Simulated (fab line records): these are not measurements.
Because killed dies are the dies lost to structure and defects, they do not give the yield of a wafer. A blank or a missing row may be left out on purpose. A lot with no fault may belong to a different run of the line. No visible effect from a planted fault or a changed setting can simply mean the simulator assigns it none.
Which tool was responsible? || flow sky130 || 14 lots, 42 wafers sampled, at 4 steps of a route of 708

== WHAT EACH GAUGE READ, for each wafer ==
SKY_FIELD_ISO_THK_MEAS_23.
{"lot": "L346", "measured": "day 2 06:07", "on": "film metro-03", "FIELD_ISO_OXIDATION_01_THK (nm)": "10.07 9.95 9.83"}
{"lot": "L348", "measured": "day 2 19:47", "on": "film metro-04", "FIELD_ISO_OXIDATION_01_THK (nm)": "9.77 9.88 9.82"}
{"lot": "L349", "measured": "day 3 00:05", "on": "film metro-03", "FIELD_ISO_OXIDATION_01_THK (nm)": "10.06 9.88 10.11"}
{"lot": "L351", "measured": "day 3 10:08", "on": "film metro-04", "FIELD_ISO_OXIDATION_01_THK (nm)": "10.31 10.30 10.44"}
{"lot": "L352", "measured": "day 3 16:52", "on": "film metro-03", "FIELD_ISO_OXIDATION_01_THK (nm)": "10.24 10.25 10.30"}
{"lot": "L354", "measured": "day 4 01:42", "on": "film metro-02", "FIELD_ISO_OXIDATION_01_THK (nm)": "10.10 10.13 10.18"}
{"lot": "L361", "measured": "day 5 12:40", "on": "film metro-02", "FIELD_ISO_OXIDATION_01_THK (nm)": "10.02 10.07 10.11"}
{"lot": "L363", "measured": "day 5 23:11", "on": "film metro-02", "FIELD_ISO_OXIDATION_01_THK (nm)": "10.40 10.26 10.46"}
{"lot": "L364", "measured": "day 6 04:20", "on": "film metro-02", "FIELD_ISO_OXIDATION_01_THK (nm)": "10.04 10.37 10.15"}
{"lot": "L365", "measured": "day 6 10:55", "on": "film metro-03", "FIELD_ISO_OXIDATION_01_THK (nm)": "9.82 9.97 9.98"}
{"lot": "L366", "measured": "day 6 15:06", "on": "film metro-03", "FIELD_ISO_OXIDATION_01_THK (nm)": "9.93 9.91 9.91"}
{"lot": "L367", "measured": "day 6 20:49", "on": "film metro-02", "FIELD_ISO_OXIDATION_01_THK (nm)": "10.02 9.97 9.86"}
{"lot": "L368", "measured": "day 7 00:39", "on": "film metro-03", "FIELD_ISO_OXIDATION_01_THK (nm)": "10.08 10.23 10.10"}
{"lot": "L369", "measured": "day 7 07:58", "on": "film metro-04", "FIELD_ISO_OXIDATION_01_THK (nm)": "10.01 10.02 9.91"}

SKY_NWELL_OVL_MEAS_23.
{"lot": "L346", "measured": "day 5 05:23", "on": "overlay-02", "NWELL_01_OVL (nm)": "0.3 1.4 0.5"}
{"lot": "L348", "measured": "day 6 00:28", "on": "overlay-02", "NWELL_01_OVL (nm)": "3.2 2.2 1.4"}
{"lot": "L349", "measured": "day 6 08:32", "on": "overlay-01", "NWELL_01_OVL (nm)": "0.8 -0.1 -0.6"}
{"lot": "L351", "measured": "day 6 15:27", "on": "overlay-01", "NWELL_01_OVL (nm)": "-2.5 -0.7 0.5"}
{"lot": "L352", "measured": "day 6 21:55", "on": "overlay-01", "NWELL_01_OVL (nm)": "-0.3 -1.6 -1.2"}
{"lot": "L354", "measured": "day 7 08:33", "on": "overlay-01", "NWELL_01_OVL (nm)": "-0.4 0.1 0.1"}
{"lot": "L361", "measured": "day 9 01:14", "on": "overlay-01", "NWELL_01_OVL (nm)": "2.4 2.6 2.0"}
{"lot": "L363", "measured": "day 9 13:00", "on": "overlay-01", "NWELL_01_OVL (nm)": "3.2 2.3 -0.4"}
{"lot": "L364", "measured": "day 9 20:15", "on": "overlay-02", "NWELL_01_OVL (nm)": "0.5 2.4 1.4"}
{"lot": "L365", "measured": "day 10 03:28", "on": "overlay-02", "NWELL_01_OVL (nm)": "1.1 -0.5 -0.2"}
{"lot": "L366", "measured": "day 10 07:49", "on": "overlay-02", "NWELL_01_OVL (nm)": "-0.3 0.4 1.7"}
{"lot": "L367", "measured": "day 10 14:14", "on": "overlay-01", "NWELL_01_OVL (nm)": "0.7 1.4 0.7"}
{"lot": "L368", "measured": "day 10 20:01", "on": "overlay-01", "NWELL_01_OVL (nm)": "2.4 1.5 1.1"}
{"lot": "L369", "measured": "day 11 05:09", "on": "overlay-02", "NWELL_01_OVL (nm)": "-1.6 -1.9 -1.8"}

SKY_VT_ADJUST_HVTP_OVL_MEAS_08.
{"lot": "L346", "measured": "day 6 00:44", "on": "overlay-01", "VT_ADJUST_HVTP_OVL (nm)": "0.9 1.0 0.0"}
{"lot": "L348", "measured": "day 6 20:14", "on": "overlay-02", "VT_ADJUST_HVTP_OVL (nm)": "-1.7 -1.0 1.3"}
{"lot": "L349", "measured": "day 7 05:02", "on": "overlay-01", "VT_ADJUST_HVTP_OVL (nm)": "0.2 -0.7 -2.1"}
{"lot": "L351", "measured": "day 7 11:15", "on": "overlay-02", "VT_ADJUST_HVTP_OVL (nm)": "2.9 2.0 3.5"}
{"lot": "L352", "measured": "day 7 18:23", "on": "overlay-01", "VT_ADJUST_HVTP_OVL (nm)": "-1.3 -0.7 0.1"}
{"lot": "L354", "measured": "day 8 05:23", "on": "overlay-01", "VT_ADJUST_HVTP_OVL (nm)": "1.4 0.9 0.7"}
{"lot": "L361", "measured": "day 9 23:48", "on": "overlay-01", "VT_ADJUST_HVTP_OVL (nm)": "1.5 -1.5 0.4"}
{"lot": "L363", "measured": "day 10 12:40", "on": "overlay-02", "VT_ADJUST_HVTP_OVL (nm)": "2.4 3.6 2.3"}
{"lot": "L364", "measured": "day 10 19:07", "on": "overlay-01", "VT_ADJUST_HVTP_OVL (nm)": "0.1 -0.2 -3.1"}
{"lot": "L365", "measured": "day 11 02:35", "on": "overlay-01", "VT_ADJUST_HVTP_OVL (nm)": "-0.6 -0.5 1.2"}
{"lot": "L366", "measured": "day 11 07:02", "on": "overlay-02", "VT_ADJUST_HVTP_OVL (nm)": "-1.1 0.5 0.5"}
{"lot": "L367", "measured": "day 11 13:22", "on": "overlay-01", "VT_ADJUST_HVTP_OVL (nm)": "-2.4 -0.6 -0.7"}
{"lot": "L368", "measured": "day 11 20:11", "on": "overlay-01", "VT_ADJUST_HVTP_OVL (nm)": "0.0 0.8 2.3"}
{"lot": "L369", "measured": "day 12 05:35", "on": "overlay-01", "VT_ADJUST_HVTP_OVL (nm)": "0.3 0.3 3.0"}

== EACH LOT AND THE TOOL THAT RAN IT (in order: tool; ch and the chambers of the sampled wafers; start) ==
{"lot": "L346", "SKY_PWDE_DEVELOP_06": "litho track-02 ch 0, day 3 17:00"}
{"lot": "L348", "SKY_PWDE_DEVELOP_06": "litho track-04 ch 0, day 4 11:00"}
{"lot": "L349", "SKY_PWDE_DEVELOP_06": "litho track-04 ch 0, day 4 18:00"}
{"lot": "L351", "SKY_PWDE_DEVELOP_06": "litho track-02 ch 0, day 5 01:00"}
{"lot": "L352", "SKY_PWDE_DEVELOP_06": "litho track-04 ch 0, day 5 08:00"}
{"lot": "L354", "SKY_PWDE_DEVELOP_06": "litho track-04 ch 0, day 5 17:00"}
{"lot": "L361", "SKY_PWDE_DEVELOP_06": "litho track-02 ch 0, day 7 07:00"}
{"lot": "L363", "SKY_PWDE_DEVELOP_06": "litho track-02 ch 0, day 7 18:00"}
{"lot": "L364", "SKY_PWDE_DEVELOP_06": "litho track-02 ch 0, day 8 00:00"}
{"lot": "L365", "SKY_PWDE_DEVELOP_06": "litho track-01 ch 0, day 8 07:00"}
{"lot": "L366", "SKY_PWDE_DEVELOP_06": "litho track-01 ch 0, day 8 12:00"}
{"lot": "L367", "SKY_PWDE_DEVELOP_06": "litho track-01 ch 0, day 8 17:00"}
{"lot": "L368", "SKY_PWDE_DEVELOP_06": "litho track-02 ch 0, day 8 23:00"}
{"lot": "L369", "SKY_PWDE_DEVELOP_06": "litho track-04 ch 0, day 9 07:00"}
- SKY_PWDE_DEVELOP_06: develop time 60 s.

== WHAT THE TOOLS THEMSELVES READ (means of the sampled wafers that have a number; where no wafer has one, the mark that the record gives instead) ==
SKY_PWDE_DEVELOP_06.
{"lot": "L346", "tool": "litho track-02", "developer temp C (C)": 22.95, "exhaust pa (Pa)": 45.8}
{"lot": "L348", "tool": "litho track-04", "developer temp C (C)": 23.10, "exhaust pa (Pa)": 45.1}
{"lot": "L349", "tool": "litho track-04", "developer temp C (C)": 22.95, "exhaust pa (Pa)": 44.7}
{"lot": "L351", "tool": "litho track-02", "developer temp C (C)": 23.06, "exhaust pa (Pa)": 45.4}
{"lot": "L352", "tool": "litho track-04", "developer temp C (C)": 23.81, "exhaust pa (Pa)": 46.0}
{"lot": "L354", "tool": "litho track-04", "developer temp C (C)": 23.85, "exhaust pa (Pa)": 45.4}
{"lot": "L361", "tool": "litho track-02", "developer temp C (C)": 23.02, "exhaust pa (Pa)": 45.7}
{"lot": "L363", "tool": "litho track-02", "developer temp C (C)": 22.99, "exhaust pa (Pa)": 43.7}
{"lot": "L364", "tool": "litho track-02", "developer temp C (C)": 23.16, "exhaust pa (Pa)": 45.4}
{"lot": "L365", "tool": "litho track-01", "developer temp C (C)": 23.09, "exhaust pa (Pa)": 45.9}
{"lot": "L366", "tool": "litho track-01", "developer temp C (C)": 23.01, "exhaust pa (Pa)": 45.6}
{"lot": "L367", "tool": "litho track-01", "developer temp C (C)": 23.04, "exhaust pa (Pa)": 44.2}
{"lot": "L368", "tool": "litho track-02", "developer temp C (C)": 22.96, "exhaust pa (Pa)": 45.0}
{"lot": "L369", "tool": "litho track-04", "developer temp C (C)": 23.01, "exhaust pa (Pa)": 44.8}

== THE ANSWER, worked out from the rows above alone ==
Rule: the usual values come from the lots themselves. Put in order of their means at a reading, lots are off if they are a third of the lots or fewer, leave a main group of 4 or more, and stand apart from it by a gap of 3 or more times the standard deviation of the main group's means; of several such gaps the widest counts. A main group is skipped when, at the precision printed for the reading in the tables above, its means are all equal. Also off: a lot with no number at a reading for which 4 or more lots have one. All remaining lots with rows at the step are treated as sound. After the gauges, taken in route order, come the tools' own readings; for these a lot's mean is taken, as printed above. At the first step where some lot is off, the reading lying furthest off is the one used; lots without a number count as furthest.
Off: L352, L354, at SKY_PWDE_DEVELOP_06 (developer temp C). For the main group the mean is 23.03 C and the standard deviation 0.062.
If a tool, at that step or one of the process steps before it, ran each lot that is off and ran no sound lot following the first of them, it fits. None of those tried fits.

== WHAT HAD BEEN PUT IN BY THE SIMULATOR ==
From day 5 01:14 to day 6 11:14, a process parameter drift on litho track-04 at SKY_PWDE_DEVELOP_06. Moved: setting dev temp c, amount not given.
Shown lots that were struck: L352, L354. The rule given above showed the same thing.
